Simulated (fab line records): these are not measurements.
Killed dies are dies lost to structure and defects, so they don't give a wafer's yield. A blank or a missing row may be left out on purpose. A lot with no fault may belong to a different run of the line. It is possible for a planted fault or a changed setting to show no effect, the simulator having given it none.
2 desks, one fault :: flow sky130 :: what lay behind the numbers comes last; until then each desk has only its own

## FROM THE METROLOGY DESK
What the gauges read for every lot (on any tool): the sampled wafers with a number, averaged. Any lot whose mean is over 4 standard deviations away from the usual mean is out of limits and marked OUT; that distance is given in the brackets.
Columns: A = LOCAL_INTERCONNECT_TIN_RS at SKY_LOCAL_INTERCONNECT_RS_MEAS_01, usual 14.16 ohm/sq
lot: L393
first seen here: day 30 03:50
A: 14.06

lot: L394
first seen here: day 30 14:11
A: 14.05

lot: L396
first seen here: day 31 11:11
A: 14.28

lot: L397
first seen here: day 31 16:40
A: 14.46

lot: L399
first seen here: day 32 15:41
A: 14.28

lot: L400
first seen here: day 33 03:32
A: 14.20

lot: L401
first seen here: day 33 13:44
A: 14.18

lot: L402
first seen here: day 33 17:31
A: 14.37

lot: L407
first seen here: day 35 07:58
A: 14.35

lot: L408
first seen here: day 35 09:44
A: 13.90

lot: L410
first seen here: day 35 16:52
A: 14.27

lot: L413
first seen here: day 36 21:24
A: 14.23
This desk found nothing out of limits on any of the 12 lots.

## TOOL OWNER'S DESK, rieDiel-01
The tool's own readings at SKY_VIA2_ETCH_14 (etches BARC in N2/H2, stops on SiO2, time 45.9 s, target depth 60 nm): means of the sampled wafers that have a number, for each lot that ran on this tool. Any lot whose mean is over 4 standard deviations away from the usual mean is out of limits and marked OUT; that distance is given in the brackets.
Columns: A = drypumpMotorCurrentA at SKY_VIA2_ETCH_14, usual 5.7 A; B = h2FlowSccm at SKY_VIA2_ETCH_14, usual 200.0 sccm; C = n2FlowSccm at SKY_VIA2_ETCH_14, usual 100.00 sccm; D = oesProductAu at SKY_VIA2_ETCH_14, usual 0.854 a.u.; E = rfFwdPowerW at SKY_VIA2_ETCH_14, usual 495.1 W; F = throttleValvePct at SKY_VIA2_ETCH_14, usual 13.225 %
lot: L394
first seen here: day 37 14:30
A: 6.0
B: 199.8
C: 100.10
D: 0.853
E: 495.3
F: 13.226

lot: L396
first seen here: day 38 08:32
A: 5.9
B: 200.0
C: 99.96
D: 0.848
E: 494.6
F: 13.232

lot: L399
first seen here: day 39 12:36
A: 6.0
B: 199.8
C: 100.09
D: 0.856
E: 494.7
F: 13.228

lot: L408
first seen here: day 42 01:17
A: 5.9
B: 199.5
C: 100.13
D: 0.861
E: 575.6 (+47) OUT
F: 13.232

lot: L410
first seen here: day 42 04:36
A: 6.0
B: 200.4
C: 100.04
D: 0.857
E: 575.9 (+48) OUT
F: 13.226
This desk's verdict: out of limits on L408, L410, starting with L408 at day 42 01:17 (rfFwdPowerW at SKY_VIA2_ETCH_14). In limits: L394, L396, L399.

## PUT TOGETHER
On L408, L410, at day 42 01:17, an alarm was possible from the tool owner's desk.
From the metrology desk's view, nothing was out of limits.
The metrology desk has L408, L410 on record, within its limits.
All the named lots went through SKY_VIA2_ETCH_14 on rieDiel-01.

## WHAT THE SIMULATOR HAD PUT IN
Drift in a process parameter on rieDiel-01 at SKY_VIA2_ETCH_14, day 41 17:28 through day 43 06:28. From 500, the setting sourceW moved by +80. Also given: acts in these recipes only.
Struck lots among those shown: L408, L410.
Each desk's first reading out of limits, in hours after the fault started: the tool owner's desk, 8.
